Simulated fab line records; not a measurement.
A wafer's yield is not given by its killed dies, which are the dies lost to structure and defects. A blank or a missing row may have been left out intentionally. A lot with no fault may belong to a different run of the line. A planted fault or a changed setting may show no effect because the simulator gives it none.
Which tool did it? :: flow sfq-line :: 14 lots, 42 wafers sampled, at 2 steps of a route of 325

## WHAT EACH GAUGE READ, for each wafer
SFQ_M3_RS_MEAS_919: uses a four-point probe to measure. Usual: M3_NB_RS 0.885 ohm/sq, standard deviation 0.011.
lot: L364
measured: day 35 07:26
on: film-metro-04
M3_NB_RS (ohm/sq): 0.872 0.859 0.867
flag: 

lot: L365
measured: day 37 23:32
on: film-metro-04
M3_NB_RS (ohm/sq): 0.867 0.892 0.880
flag: 

lot: L368
measured: day 39 05:11
on: film-metro-04
M3_NB_RS (ohm/sq): 0.890 0.889 0.884
flag: 

lot: L369
measured: day 39 11:31
on: film-metro-03
M3_NB_RS (ohm/sq): 0.877 0.891 0.886
flag: 

lot: L375
measured: day 40 19:01
on: film-metro-03
M3_NB_RS (ohm/sq): 0.901 0.890 0.890
flag: 

lot: L376
measured: day 41 03:29
on: film-metro-01
M3_NB_RS (ohm/sq): 0.898 0.872 0.890
flag: 

lot: L378
measured: day 42 15:09
on: film-metro-01
M3_NB_RS (ohm/sq): 0.893 0.890 0.884
flag: 

lot: L379
measured: day 42 17:46
on: film-metro-04
M3_NB_RS (ohm/sq): 0.903 0.902 0.896
flag: 

lot: L381
measured: day 43 06:21
on: film-metro-04
M3_NB_RS (ohm/sq): 0.892 0.893 0.887
flag: 

lot: L383
measured: day 49 12:38
on: film-metro-03
M3_NB_RS (ohm/sq): 0.882 0.877 0.892
flag: 

lot: L384
measured: day 49 17:27
on: film-metro-03
M3_NB_RS (ohm/sq): 0.875 0.871 0.877
flag: 

lot: L385
measured: day 49 22:14
on: film-metro-03
M3_NB_RS (ohm/sq): 0.892 0.880 0.881
flag: 

lot: L386
measured: day 50 09:53
on: film-metro-03
M3_NB_RS (ohm/sq): 0.872 0.866 0.870
flag: 

lot: L387
measured: day 50 15:52
on: film-metro-01
M3_NB_RS (ohm/sq): 0.885 0.890 0.891
flag: 

SFQ_I3_BOW_MEAS_922. Usual: I3_BOW 2 um, standard deviation 8.3.
lot: L364
measured: day 37 22:24
on: film-metro-01
I3_BOW (um): 11 -5 2
flag: 

lot: L365
measured: day 39 19:08
on: film-metro-01
I3_BOW (um): 8 8 5
flag: 

lot: L368
measured: day 40 04:08
on: film-metro-01
I3_BOW (um): 4 8 2
flag: 

lot: L369
measured: day 40 07:07
on: film-metro-04
I3_BOW (um): 4 3 -6
flag: 

lot: L375
measured: day 46 22:04
on: film-metro-04
I3_BOW (um): 5 1 16
flag: 

lot: L376
measured: day 47 12:20
on: film-metro-04
I3_BOW (um): 3 -3 -3
flag: 

lot: L378
measured: day 47 18:21
on: film-metro-04
I3_BOW (um): 2 8 11
flag: 

lot: L379
measured: day 47 21:22
on: film-metro-04
I3_BOW (um): 15 13 10
flag: 

lot: L381
measured: day 48 01:05
on: film-metro-01
I3_BOW (um): -16 -18 -11
flag: 

lot: L383
measured: day 54 19:33
on: film-metro-01
I3_BOW (um): 2 3 14
flag: 

lot: L384
measured: day 54 21:49
on: film-metro-02
I3_BOW (um): 9 -1 0
flag: 

lot: L385
measured: day 55 01:33
on: film-metro-02
I3_BOW (um): -2 1 -1
flag: 

lot: L386
measured: day 55 15:47
on: film-metro-01
I3_BOW (um): 13 11 4
flag: 

lot: L387
measured: day 56 02:49
on: film-metro-04
I3_BOW (um): -5 -12 -10
flag: 

## TOOL THAT RAN EACH LOT (tool first, then ch and the chambers of the sampled wafers, then the start)
Record: no process step prior to these readings.

## WHAT THE TOOLS THEMSELVES READ (means of the sampled wafers that have a number; where no wafer has one, the mark that the record gives instead)
The record holds no such reading with a usual standard deviation.

## THE ANSWER, worked out from the rows above alone
Rule: lot off if the mean of its wafers having a number is beyond 3 standard deviations from the usual mean. A lot without any number at a reading at which 4 lots or more have one is off too. Any other lot the step has rows for is counted as sound. Order of review: gauges by route order, followed by the tools' own readings, for which a lot's mean as printed above is used. The first step at which some lot is off is used, and at that step the reading that is off furthest; a lot without a number counts as furthest.
No lot is off on any of the readings shown, so nothing can be concluded from this.

## WHAT THE SIMULATOR PUT IN
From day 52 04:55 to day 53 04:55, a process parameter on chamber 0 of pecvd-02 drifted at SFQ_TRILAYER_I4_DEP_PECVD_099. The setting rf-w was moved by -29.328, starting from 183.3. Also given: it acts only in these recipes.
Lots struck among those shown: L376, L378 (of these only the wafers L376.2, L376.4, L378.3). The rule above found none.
